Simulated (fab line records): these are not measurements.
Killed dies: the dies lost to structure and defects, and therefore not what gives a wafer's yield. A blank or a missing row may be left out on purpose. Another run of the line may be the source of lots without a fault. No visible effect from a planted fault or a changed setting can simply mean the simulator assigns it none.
fab line records | flow sky130
record: lots: 14 | wafers: 42 | lastDay: 50
route steps=708 shown CAP2M@603 METAL4@629 PASSIVATION@689
lots untouched by any fault: they come from a run of this same line in which no faults occurred
startH: hours from the record's first day to the start of the lot's first wafer shown | waitH: hours from the lot's prior step to this one | " unchanged from the row above | L1.1+2: a single row standing in for several wafers | - no value, or no start was given | * or withheld: withheld | < > ~ a bound
route shown NAME@n: names a module that has steps shown in the file, with the first one's number in the route | usual: the fault-free wafers' mean and standard deviation | same: alike in all rows | chamber/n: place in a boat | sites: each site's reading | _std_site: their standard deviation | _edge_site: the outer-site mean with the inner-site mean subtracted | radiusMm: for every site, how far away it sits from the centre of the wafer | mask NAME#n: copy n | behind: the tool/chamber that last shaped the wafer | hold: the reason the lot was held/the length of the hold in hours/how it ended | device: the transistor (n, p or np) that didn't switch | end of line: the same wafers' tests at the end of the route | for a step that has no rows: nothing shown but its recipe | killed: dies that structure and defects cost at the first sort, which is not the same as the wafer's yield | map: per-die view of a wafer (x killed, . not killed, _ where there is no die)
set.NAME: the setting that was run; set.NAME@STEP: the one run at that earlier step | model.NAME: the simulator's own value behind a step, which no gauge read
the route's steps for a sample of lots (tables are steps, rows are wafers)
services: the hour from which a tool's chamber was out of use, counted from the record's first day as startH (under 0 if before that day), plus the number of hours and why
== steps ==
step: SKY_CAP2M_CVD_00
recipe: material: SiO2 | targetThkNm: 15.5 | tempC: 400 | timeS: withheld | rfW: 450
usual: heaterPowerW: 729/83 | susceptorTempC: 399.99/0.24
lot.wafer | tool     | chamber | startH  | waitH | heaterPowerW | susceptorTempC
L692.2    | pecvd-03 | 0       | 959.56  | 0.0   | 793          | 400.37
L692.3    | "        | 1       | "       | "     | 739          | 400.14
L692.5    | "        | 0       | "       | "     | 803          | 400.40
L693.1    | pecvd-04 | 0       | 960.12  | 0.0   | 739          | 400.07
L693.2    | "        | 2       | "       | "     | 586          | 399.94
L693.5    | "        | 0       | "       | "     | 721          | 400.17
L691.2    | pecvd-01 | 0       | 960.47  | 0.0   | 803          | 399.96
L691.3    | "        | 2       | "       | "     | 685          | 399.82
L691.6    | "        | 1       | "       | "     | 684          | 400.06
L694.2    | pecvd-03 | 0       | 962.41  | 0.0   | 796          | 399.86
L694.3    | "        | 0       | "       | "     | 778          | 399.60
L694.4    | "        | 1       | "       | "     | 849          | 400.01
L695.1    | pecvd-04 | 2       | 962.76  | 0.0   | 653          | 400.03
L695.2    | "        | 0       | "       | "     | 676          | 399.90
L695.6    | "        | 0       | "       | "     | 689          | 399.75
L700.2    | pecvd-01 | 1       | 998.44  | 0.0   | 657          | 399.96
L700.4    | "        | 0       | "       | "     | 690          | 400.10
L700.5    | "        | 1       | "       | "     | 654          | 400.18
L702.1    | pecvd-04 | 1       | 1013.39 | 0.0   | 737          | 400.58
L702.2    | "        | 0       | "       | "     | 700          | 399.55
L702.6    | "        | 0       | "       | "     | 687          | 399.75
L704.1    | pecvd-03 | 1       | 1018.69 | 0.0   | 861          | 399.96
L704.3    | "        | 2       | "       | "     | 870          | 400.42
L704.6    | "        | 1       | "       | "     | 870          | 400.25
L705.3    | pecvd-03 | 1       | 1026.06 | 0.0   | 798          | 400.06
L705.5    | "        | 2       | "       | "     | 829          | 400.13
L705.6    | "        | 0       | "       | "     | 666          | 399.89
L706.1    | pecvd-01 | 1       | 1040.76 | 0.0   | 737          | 400.06
L706.2    | "        | 2       | "       | "     | 667          | 400.06
L706.6    | "        | 2       | "       | "     | 660          | 400.05
L707.1    | pecvd-01 | 2       | 1045.27 | 0.0   | 600          | 399.87
L707.4    | "        | 0       | "       | "     | 757          | 399.62
L707.5    | "        | 1       | "       | "     | 753          | 399.68
L711.1    | pecvd-01 | 2       | 1067.86 | 0.0   | 586          | 400.33
L711.3    | "        | 0       | "       | "     | 739          | 400.09
L711.6    | "        | 2       | "       | "     | 585          | 400.26
L712.1    | pecvd-03 | 2       | 1069.92 | 0.0   | 813          | 400.04
L712.2    | "        | 0       | "       | "     | 717          | 400.01
L712.5    | "        | 1       | "       | "     | 866          | 399.56
L713.3    | pecvd-01 | 0       | 1080.36 | 0.0   | 833          | 399.96
L713.5    | "        | 0       | "       | "     | 833          | 400.14
L713.6    | "        | 1       | "       | "     | 650          | 400.03
step: SKY_METAL4_CD_MEAS_13
recipe: targetCdNm: 300
usual: cdNm: 300.5/1.5
lot.wafer | tool     | chamber | startH  | waitH | cdNm
L692.2    | cdSem-01 | -       | 1006.22 | -     | 300.3
L692.3    | "        | -       | "       | "     | 299.6
L692.5    | "        | -       | "       | "     | 298.3
L693.1    | cdSem-02 | -       | 1006.54 | -     | 299.3
L693.2    | "        | -       | "       | "     | 299.1
L693.5    | "        | -       | "       | "     | 299.1
L691.2    | cdSem-02 | -       | 1007.62 | -     | 299.8
L691.3    | "        | -       | "       | "     | 298.8
L691.6    | "        | -       | "       | "     | 299.4
L694.2    | cdSem-02 | -       | 1009.82 | -     | 299.2
L694.3    | "        | -       | "       | "     | 300.7
L694.4    | "        | -       | "       | "     | 300.0
L695.1    | cdSem-02 | -       | 1010.74 | -     | 304.4
L695.2    | "        | -       | "       | "     | 304.0
L695.6    | "        | -       | "       | "     | 303.2
L700.2    | cdSem-02 | -       | 1044.47 | -     | 303.4
L700.4    | "        | -       | "       | "     | 302.4
L700.5    | "        | -       | "       | "     | 301.5
L702.1    | cdSem-01 | -       | 1059.30 | -     | 301.5
L702.2    | "        | -       | "       | "     | 301.8
L702.6    | "        | -       | "       | "     | 299.8
L704.1    | cdSem-01 | -       | 1063.45 | -     | 301.3
L704.3    | "        | -       | "       | "     | 300.4
L704.6    | "        | -       | "       | "     | 301.2
L705.3    | cdSem-02 | -       | 1069.09 | -     | 298.9
L705.5    | "        | -       | "       | "     | 296.5
L705.6    | "        | -       | "       | "     | 297.4
L706.1    | cdSem-02 | -       | 1084.95 | -     | 298.9
L706.2    | "        | -       | "       | "     | 299.3
L706.6    | "        | -       | "       | "     | 299.7
L707.1    | cdSem-02 | -       | 1088.80 | -     | 301.2
L707.4    | "        | -       | "       | "     | 302.4
L707.5    | "        | -       | "       | "     | 302.3
L711.1    | cdSem-02 | -       | 1109.95 | -     | 301.3
L711.3    | "        | -       | "       | "     | 300.5
L711.6    | "        | -       | "       | "     | 301.0
L712.1    | cdSem-02 | -       | 1112.84 | -     | 301.1
L712.2    | "        | -       | "       | "     | 300.6
L712.5    | "        | -       | "       | "     | 300.3
L713.3    | cdSem-02 | -       | 1123.13 | -     | 302.2
L713.5    | "        | -       | "       | "     | 301.8
L713.6    | "        | -       | "       | "     | 301.9
step: SKY_METAL4_METAL_ETCH_18
recipe: targetDepthA: 8450 | stopOn: SiO2 | overEtchFrac: 0.3 | timeS: 183.1 | chemistry: Cl2/BCl3 | resistSidewallDeg: 88 | pressureMtorr: 10 | icpW: 900 | biasW: 48.5 | Cl2_flow_sccm: 60 | bcl3FlowSccm: 30
usual: drypumpMotorCurrentA: 6.0/0.46 | mfcCl2Sccm: 59.98/0.18 | oesProductAu: 0.866/0.0064 | throttleValvePct: 22.263/0.0089
lot.wafer | tool        | chamber | startH  | waitH | drypumpMotorCurrentA | mfcCl2Sccm | oesProductAu | rfHoursCounterH | throttleValvePct
L692.2    | rieMetal-01 | 0       | 1006.56 | 0.1   | 6.0                  | 59.89      | 0.864        | -               | 22.247
L692.3    | "           | 0       | "       | "     | 6.0                  | 60.15      | 0.876        | -               | 22.257
L692.5    | "           | 0       | "       | "     | 6.0                  | 60.09      | 0.868        | -               | 22.267
L693.1    | rieMetal-04 | 0       | 1006.85 | 0.0   | 6.3                  | 59.94      | 0.865        | 19              | 22.269
L693.2    | "           | 1       | "       | "     | 6.5                  | 59.65      | 0.868        | 15              | 22.266
L693.5    | "           | 1       | "       | "     | 6.5                  | 59.88      | 0.862        | -               | 22.273
L691.2    | rieMetal-01 | 0       | 1007.96 | 0.1   | 6.0                  | 59.79      | 0.864        | -               | 22.242
L691.3    | "           | 0       | "       | "     | 6.0                  | 59.45      | 0.877        | -               | 22.269
L691.6    | "           | 0       | "       | "     | 6.0                  | 59.66      | 0.876        | -               | 22.272
L694.2    | rieMetal-04 | 1       | 1010.23 | 0.0   | 6.5                  | 59.72      | 0.859        | 15              | 22.277
L694.3    | "           | 1       | "       | "     | 6.5                  | 59.82      | 0.871        | -               | 22.250
L694.4    | "           | 0       | "       | "     | 6.2                  | 59.93      | 0.866        | -               | 22.274
L695.1    | rieMetal-04 | 1       | 1011.18 | 0.0   | 6.5                  | 59.94      | 0.878        | 15              | 22.267
L695.2    | "           | 0       | "       | "     | 6.2                  | 59.90      | 0.876        | 20              | 22.281
L695.6    | "           | 1       | "       | "     | 6.5                  | 59.88      | 0.875        | -               | 22.256
L700.2    | rieMetal-04 | 1       | 1044.75 | 0.0   | 6.5                  | 59.92      | 0.865        | 18              | 22.249
L700.4    | "           | 1       | "       | "     | 6.5                  | 59.88      | 0.857        | -               | 22.258
L700.5    | "           | 1       | "       | "     | 6.5                  | 60.12      | 0.859        | -               | 22.277
L702.1    | rieMetal-02 | 0       | 1059.60 | 0.0   | 5.0                  | 59.69      | 0.861        | 17              | 22.255
L702.2    | "           | 1       | "       | "     | 5.7                  | 60.30      | 0.873        | 15              | 22.251
L702.6    | "           | 1       | "       | "     | 5.7                  | 60.23      | 0.862        | -               | 22.275
L704.1    | rieMetal-01 | 1       | 1063.75 | 0.0   | 6.4                  | 59.91      | 0.864        | 3               | 22.272
L704.3    | "           | 1       | "       | "     | 6.4                  | 59.83      | 0.868        | -               | 22.258
L704.6    | "           | 1       | "       | "     | 6.4                  | 60.03      | 0.863        | -               | 22.284
L705.3    | rieMetal-01 | 1       | 1069.41 | 0.1   | 6.4                  | 60.09      | 0.863        | -               | 22.253
L705.5    | "           | 0       | "       | "     | 6.0                  | 60.03      | 0.862        | -               | 22.273
L705.6    | "           | 1       | "       | "     | 6.4                  | 59.95      | 0.864        | -               | 22.280
L706.1    | rieMetal-01 | 0       | 1085.25 | 0.0   | 6.0                  | 60.18      | 0.858        | 19              | 22.273
L706.2    | "           | 1       | "       | "     | 6.4                  | 59.64      | 0.865        | 4               | 22.257
L706.6    | "           | 1       | "       | "     | 6.4                  | 59.81      | 0.856        | -               | 22.254
L707.1    | rieMetal-02 | 1       | 1089.10 | 0.0   | 5.7                  | 59.96      | 0.860        | 17              | 22.259
L707.4    | "           | 1       | "       | "     | 5.7                  | 60.15      | 0.864        | -               | 22.253
L707.5    | "           | 1       | "       | "     | 5.7                  | 60.00      | 0.864        | -               | 22.273
L711.1    | rieMetal-01 | 1       | 1110.25 | 0.0   | 6.4                  | 59.54      | 0.867        | 6               | 22.251
L711.3    | "           | 1       | "       | "     | 6.4                  | 59.53      | 0.857        | -               | 22.265
L711.6    | "           | 1       | "       | "     | 6.4                  | 59.62      | 0.861        | -               | 22.278
L712.1    | rieMetal-02 | 1       | 1113.15 | 0.0   | 5.7                  | 60.22      | 0.863        | 19              | 22.263
L712.2    | "           | 0       | "       | "     | 5.0                  | 59.81      | 0.869        | 21              | 22.259
L712.5    | "           | 0       | "       | "     | 5.0                  | 59.62      | 0.861        | -               | 22.275
L713.3    | rieMetal-02 | 0       | 1123.46 | 0.1   | 5.0                  | 59.92      | 0.873        | -               | 22.260
L713.5    | "           | 1       | "       | "     | 5.7                  | 59.85      | 0.875        | -               | 22.272
L713.6    | "           | 0       | "       | "     | 4.9                  | 60.01      | 0.875        | -               | 22.250
step: SKY_PASSIVATION_EXPOSE_08
recipe: maskId: NSM | targetCdNm: 3000 | na: 0.57 | doseMj: 260
usual: exposureDoseMJCm2: 260.05/0.25 | focusOffsetNm: 0.1/0.49
lot.wafer | tool            | chamber | startH  | waitH | mask  | exposureDoseMJCm2 | focusOffsetNm
L692.2    | ilineStepper-01 | 0       | 1065.17 | -     | NSM#0 | 260.19            | 0.6
L692.3    | "               | 0       | "       | "     | NSM#0 | 260.23            | 0.7
L692.5    | "               | 0       | "       | "     | NSM#0 | 259.66            | 0.4
L693.1    | ilineStepper-01 | 0       | 1066.10 | -     | NSM#0 | 259.84            | 0.7
L693.2    | "               | 0       | "       | "     | NSM#0 | 260.03            | -0.9
L693.5    | "               | 0       | "       | "     | NSM#0 | 260.00            | 0.0
L691.2    | ilineStepper-02 | 0       | 1072.34 | -     | NSM#0 | 260.23            | -0.3
L691.3    | "               | 0       | "       | "     | NSM#0 | 260.65            | 0.1
L691.6    | "               | 0       | "       | "     | NSM#0 | 260.07            | -0.6
L694.2    | ilineStepper-02 | -       | 1073.36 | -     | NSM#0 | -                 | -
L694.3    | "               | -       | "       | "     | NSM#0 | -                 | -
L694.4    | "               | -       | "       | "     | NSM#0 | -                 | -
L695.1    | ilineStepper-01 | -       | 1074.12 | -     | NSM#0 | -                 | -
L695.2    | "               | -       | "       | "     | NSM#0 | -                 | -
L695.6    | "               | -       | "       | "     | NSM#0 | -                 | -
L700.2    | ilineStepper-01 | 0       | 1101.99 | -     | NSM#0 | 260.52            | -0.3
L700.4    | "               | 0       | "       | "     | NSM#0 | 260.52            | 0.2
L700.5    | "               | 0       | "       | "     | NSM#0 | 260.20            | -0.1
L702.1    | ilineStepper-02 | 0       | 1114.57 | -     | NSM#0 | 259.70            | 0.2
L702.2    | "               | 0       | "       | "     | NSM#0 | 259.72            | 0.7
L702.6    | "               | 0       | "       | "     | NSM#0 | 259.77            | 0.2
L704.1    | ilineStepper-02 | 0       | 1120.17 | -     | NSM#0 | 259.91            | 0.0
L704.3    | "               | 0       | "       | "     | NSM#0 | 260.06            | -0.2
L704.6    | "               | 0       | "       | "     | NSM#0 | 259.78            | -0.1
L705.3    | ilineStepper-02 | 0       | 1126.44 | -     | NSM#0 | 259.81            | 0.0
L705.5    | "               | 0       | "       | "     | NSM#0 | 259.79            | 0.3
L705.6    | "               | 0       | "       | "     | NSM#0 | 259.76            | 0.2
L706.1    | ilineStepper-01 | 0       | 1139.68 | -     | NSM#0 | 259.57            | 0.4
L706.2    | "               | 0       | "       | "     | NSM#0 | 259.82            | 0.5
L706.6    | "               | 0       | "       | "     | NSM#0 | 259.95            | -0.6
L707.1    | ilineStepper-01 | 0       | 1143.25 | -     | NSM#0 | 260.16            | -0.4
L707.4    | "               | 0       | "       | "     | NSM#0 | 259.89            | 0.3
L707.5    | "               | 0       | "       | "     | NSM#0 | 260.40            | -0.5
L711.1    | ilineStepper-01 | 0       | 1160.60 | -     | NSM#0 | 260.10            | 0.2
L711.3    | "               | 0       | "       | "     | NSM#0 | 260.14            | 1.1
L711.6    | "               | 0       | "       | "     | NSM#0 | 260.33            | -0.3
L712.1    | ilineStepper-02 | 0       | 1163.53 | -     | NSM#0 | 260.16            | 0.1
L712.2    | "               | 0       | "       | "     | NSM#0 | 260.21            | 0.4
L712.5    | "               | 0       | "       | "     | NSM#0 | 260.10            | 0.0
L713.3    | ilineStepper-02 | 0       | 1170.78 | -     | NSM#0 | 260.00            | 0.1
L713.5    | "               | 0       | "       | "     | NSM#0 | 259.71            | 0.5
L713.6    | "               | 0       | "       | "     | NSM#0 | 260.01            | 1.1
== services ==
tool            | chamber | startH  | hours | kind
rieMetal-04     | -       | 938.96  | 0.5   | repair
ilineStepper-01 | -       | 948.76  | 0.7   | repair
pecvd-04        | 0       | 963.20  | 14.9  | repair
pecvd-01        | 2       | 974.34  | 16.6  | repair
rieMetal-02     | 0       | 975.74  | 1.5   | repair
rieMetal-02     | -       | 976.68  | 0.6   | repair
ilineStepper-02 | -       | 989.92  | 4.4   | pm
pecvd-01        | 2       | 990.91  | 5.0   | scheduledDown
rieMetal-02     | 0       | 994.43  | 4.1   | repair
pecvd-01        | 2       | 995.91  | 5.5   | scheduledDown
rieMetal-01     | 1       | 1002.47 | -     | clean
rieMetal-01     | 1       | 1002.47 | 20.2  | scheduledDown
rieMetal-01     | 1       | 1002.47 | 20.2  | ventCycle
ilineStepper-02 | -       | 1026.71 | 2.7   | repair
rieMetal-01     | 1       | 1051.60 | 5.9   | repair
ilineStepper-02 | -       | 1066.74 | 1.7   | pm
ilineStepper-02 | 0       | 1071.82 | -     | calibration
pecvd-01        | 1       | 1074.41 | 5.5   | scheduledDown
ilineStepper-01 | -       | 1117.47 | 1.7   | pm
pecvd-03        | -       | 1119.74 | 0.8   | pm
rieMetal-04     | -       | 1119.83 | 14.6  | pm
ilineStepper-01 | 0       | 1142.94 | -     | calibration
ilineStepper-02 | -       | 1154.88 | 7.8   | repair
pecvd-03        | 1       | 1159.34 | 5.0   | repair
== key ==
firstSign: step: SKY_PASSIVATION_EXPOSE_08 | reading: toolRecord | direction: missing
effect none on later readings
metAt SKY_PASSIVATION_EXPOSE_08
struckLots L694,L695
laterRowsLeftOut L694.2,L694.3,L694.4,L695.1,L695.2,L695.6
sortLeftOut L694.2,L694.3,L694.4,L695.1,L695.2,L695.6
notActingAt SKY_CAP2M_CVD_00,SKY_METAL4_CD_MEAS_13,SKY_METAL4_METAL_ETCH_18
onsetBetween 1066.10 1073.36
fault: kind: skippedStepWhole | tool: ilineStepper-01,ilineStepper-02 | chamber: - | onsetH: 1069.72 | steps: SKY_PASSIVATION_EXPOSE_08 | scope: struckLotsOnly
sortLeftOut: the simulated sort isn't trusted on such a fault, so these wafers' sort isn't shown, and their yield isn't known
laterRowsLeftOut: the simulator's readings of these wafers behind a module that went badly wrong aren't trusted and aren't shown, but for the sort
